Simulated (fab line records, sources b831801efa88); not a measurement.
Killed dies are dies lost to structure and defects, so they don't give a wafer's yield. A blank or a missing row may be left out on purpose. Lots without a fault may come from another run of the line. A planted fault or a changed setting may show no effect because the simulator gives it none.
Problem report in the 8D (eight disciplines) form, filled by code | flow sky130 | the parts of the form that need people (team, actions taken, sign-off) are left out

1. THE PROBLEM
chamber_pressure_pa at SKY_METAL4_SPUTTER_02 reads a mean of 0.3719 Pa on 6 wafers of 2 lots; wafers without a fault read 0.4001 Pa with a standard deviation of 0.00088. That is -32 standard deviations from the usual mean.
The step: material AlCu, target thk 735 nm, time 39.1 s.
First seen on wafer L548.1, day 44 01:06, on pvd_sputter-03. The record holds 36 wafers of 12 lots with a number at this step. Rule for "out", or "out of limits": more than 4 standard deviations from the usual mean. The other wafers with a number count as sound.

2. WHAT IT IS AND WHAT IT IS NOT
question                    | is                     | is not
which readings at this step | chamber_pressure_pa    | -
which lots                  | L548, L549             | L534, L535, L536, L537, L539, L542, L543, L547, L553, L557
which wafers of those lots  | all that have a number | -
read on which tools         | pvd_sputter-03         | pvd_sputter-01, pvd_sputter-02
when                        | from day 44 01:06      | up to then (24 sound wafers); but 6 sound wafers of L553, L557 came after

3. SUSPECTS, AND WHAT RULES EACH OUT
Counting: a tool at a process step up to the reading stays a suspect if it ran every lot that is out and no sound lot after the first of them.
- plasma_asher-02 at SKY_METAL3_STRIP_19 (strips in O2/N2): ruled out as a lasting fault. Sound lots L557 ran on it after its first lot that is out, L548 (day 43 00:38).
- pvd_sputter-03 at SKY_METAL4_SPUTTER_01 (material TiN, target thk 20 nm, time 16.7 s): kept. It ran every lot that is out, first L548 (day 44 01:04), and no sound lot after that; its last sound lot up to then is L547 (day 43 10:22).
- pvd_sputter-03 at SKY_METAL4_SPUTTER_02 (material AlCu, target thk 735 nm, time 39.1 s): kept. It ran every lot that is out, first L548 (day 44 01:06), and no sound lot after that; its last sound lot up to then is L547 (day 43 10:24). Its own readings are out on those wafers: chamber_pressure_pa.
Left after counting: pvd_sputter-03 at SKY_METAL4_SPUTTER_01, pvd_sputter-03 at SKY_METAL4_SPUTTER_02.

4. THE CAUSE (what the simulator had put in)
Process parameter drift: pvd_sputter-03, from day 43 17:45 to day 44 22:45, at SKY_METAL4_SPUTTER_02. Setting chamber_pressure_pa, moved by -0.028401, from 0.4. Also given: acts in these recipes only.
Counting left 2 suspects, and this tool is among them.

5. THE CHAIN OF EFFECTS, in route order
Each row: a reading whose mean over the struck wafers that have a number lies more than 3 standard deviations from the usual. Only readings for which the record gives a usual standard deviation are gone through. hours: the time from each lot's start at the first step in this table that gives one to its start at this step, as a median over the lots. sigmas: the change in usual standard deviations.
hours | step                  | reading             | usual     | on struck wafers | change  | sigmas
0     | SKY_METAL4_SPUTTER_02 | chamber_pressure_pa | 0.4001 Pa | 0.3719           | -0.0282 | -32
The process steps in it:
- SKY_METAL4_SPUTTER_02: material AlCu, target thk 735 nm, time 39.1 s.

6. WHAT WOULD HAVE CAUGHT IT SOONER
In this record the first reading out of limits was taken at day 44 01:06, 7 hours after the fault began at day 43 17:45.
